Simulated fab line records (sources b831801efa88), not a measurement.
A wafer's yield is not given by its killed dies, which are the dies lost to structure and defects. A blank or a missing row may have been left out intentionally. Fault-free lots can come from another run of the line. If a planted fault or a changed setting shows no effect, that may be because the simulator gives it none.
A lot that was struck, set against a sound lot    flow sky130    17 out of 708 route steps
Sound: the wafers L805.1, L805.4, L805.6. Wafers L806.1, L806.3, L806.5 were the ones struck. Last of all comes the cause.
Per side, at each step with rows, come the tool, then ch with its chambers, and then its first start. Under that, the readings that differ: sound wafers    struck wafers    difference of the means    sigmas: that difference in standard deviations of wafers without a fault.
alike: a reading whose means differ by less than 2 such deviations, as well as words and numbers matching on both sides. not compared: withheld readings; readings where some wafer has no value; bounds like >300 that might hide an equal value; numbers whose values overlap and for which the record gives no deviation.
A row with sigmas, a row that says differs or no value, or rows on one side alone: a step with any of these is where the two part. When numbers do not overlap yet have no deviation, they are printed without sigmas and do not part them. Lack of a reading on every wafer of one side parts them only where that side has two or more wafers.

first, 3 steps without rows for these wafers: SKY_LDD_P_EXPOSE_04 (exposes mask PSDM, target cd 380 nm); SKY_LDD_P_PEB_05; SKY_LDD_P_DEVELOP_06 (develop time 60 s).
SKY_LDD_P_CD_MEAS_07: the cd target is 380 nm.
  sound on cd-sem-01, day 20 02:16; struck on cd-sem-01, day 20 15:23
  alike: cd-nm
SKY_LDD_P_OVL_MEAS_08:
  sound on overlay-01, day 20 02:23; struck on overlay-01, day 20 15:30
reading         sound        struck          difference  sigmas
LDD_P_OVL (nm)  3.7 2.2 3.2  -1.3 -1.5 -0.8  -4.2        -4
after that, 1 step had no rows for these wafers: SKY_LDD_P_IMPLANT_09.
SKY_LDD_P_STRIP_10: strips in O2/N2.
  sound on plasma-asher-04 ch 0,1, day 20 02:34; struck on plasma-asher-04 ch 1, day 20 15:41
  alike: drypump-motor-current-A, o2-flow-sccm, oes-product-au, strip-time-to-endpoint-s
  not compared: rf-hours-counter-h
SKY_LDD_P_TW_MEAS_11:
  sound on film-metro-02, day 20 02:40; struck on film-metro-03, day 20 15:47
  alike: LDD_P_TW
then, 4 steps without rows for these wafers: SKY_LDD_HVN_DEHYDRATE_00 (time 60 s); SKY_LDD_HVN_HMDS_01 (prime time 60 s); SKY_LDD_HVN_COAT_02 (resist thk 300 nm); SKY_LDD_HVN_SOFTBAKE_03 (time 60 s).
SKY_LDD_HVN_EXPOSE_04: exposes mask HVNTM, target cd 700 nm.
  sound on iline-stepper-02 ch 0, day 20 17:25; struck on iline-stepper-02 ch 0, day 21 07:01
reading                          sound                    struck             difference  sigmas
model.LDD_HVN.overlay-x-nm (nm)  -0.4441 -0.4441 -0.4441  64.24 64.24 64.24  +64.68      
  alike: mask
then, 2 steps without rows for these wafers: SKY_LDD_HVN_PEB_05; SKY_LDD_HVN_DEVELOP_06 (develop time 60 s).
SKY_LDD_HVN_OVL_MEAS_07:
  sound on overlay-01, day 21 08:17; struck on overlay-01, day 21 22:27
reading           sound           struck          difference  sigmas
LDD_HVN_OVL (nm)  -1.4 -2.3 -1.5  63.0 61.0 63.8  +64.3       +49
  not compared: hold
after that, 1 step had no rows for these wafers: SKY_PAD_OPEN_PROBE_99.

## WHERE THEY PART
Earliest at SKY_LDD_P_OVL_MEAS_08; latest, in this record, at SKY_LDD_HVN_OVL_MEAS_07.

WHY: the cause the simulator had injected
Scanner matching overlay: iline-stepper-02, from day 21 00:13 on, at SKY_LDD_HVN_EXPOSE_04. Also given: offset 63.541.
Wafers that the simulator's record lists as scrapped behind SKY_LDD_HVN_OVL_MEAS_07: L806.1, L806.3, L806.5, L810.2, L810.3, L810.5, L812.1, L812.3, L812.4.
